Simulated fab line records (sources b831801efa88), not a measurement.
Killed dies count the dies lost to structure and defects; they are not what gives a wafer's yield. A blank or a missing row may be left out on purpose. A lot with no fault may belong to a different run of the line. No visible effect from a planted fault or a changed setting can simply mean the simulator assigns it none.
The same fault as seen by 2 desks | flow sfq_line | each desk holds nothing but its own numbers, with what lay behind them at the end

## AT THE METROLOGY DESK
Lot by lot, what the gauges showed, no matter which tool ran the lot: averages of those sampled wafers that carry a number. Any lot whose mean is over 4 standard deviations away from the usual mean is out of limits and marked OUT; that distance is given in the brackets.
Columns: A = I2_BOW at SFQ_I2_BOW_MEAS_917, usual 0 um; B = I2_OVL at SFQ_I2_OVL_MEAS_918, usual 1 nm
lot  | first seen here | A  | B
L765 | day 17 05:29    | -4 | 0
L774 | day 21 04:35    | 5  | -1
L781 | day 24 21:11    | -4 | 5
L782 | day 25 00:10    | 0  | 10
L785 | day 26 02:12    | -2 | -7
L786 | day 26 16:41    | -1 | 1
Result from this desk: across the 6 lots, nothing is out of limits.

## DESK OF THE TOOL OWNER: rie_diel-01
The tool's own readings at SFQ_TRILAYER_I2_VIA_BARC_OPEN_VIA_ETCH_096 (etches BARC in O2, target depth 125 nm, time 41.7 s): means of the sampled wafers that have a number, for each lot that ran on this tool. Any lot whose mean is over 4 standard deviations away from the usual mean is out of limits and marked OUT; that distance is given in the brackets.
Columns: A = drypump_motor_current_A at SFQ_TRILAYER_I2_VIA_BARC_OPEN_VIA_ETCH_096, usual 5.9 A; B = oes_product_au at SFQ_TRILAYER_I2_VIA_BARC_OPEN_VIA_ETCH_096, usual 0.685 a.u.
lot  | first seen here | A   | B
L774 | day 27 09:22    | 5.9 | 0.682
L781 | day 30 18:17    | 5.9 | 0.684
L782 | day 30 23:05    | 5.5 | 0.681
Result from this desk: across the 3 lots, nothing is out of limits.

## PUT TOGETHER
Metrology desk: nothing out of limits seen.
Nothing out of limits was seen by the tool owner's desk.

## WHAT WAS PUT IN BY THE SIMULATOR
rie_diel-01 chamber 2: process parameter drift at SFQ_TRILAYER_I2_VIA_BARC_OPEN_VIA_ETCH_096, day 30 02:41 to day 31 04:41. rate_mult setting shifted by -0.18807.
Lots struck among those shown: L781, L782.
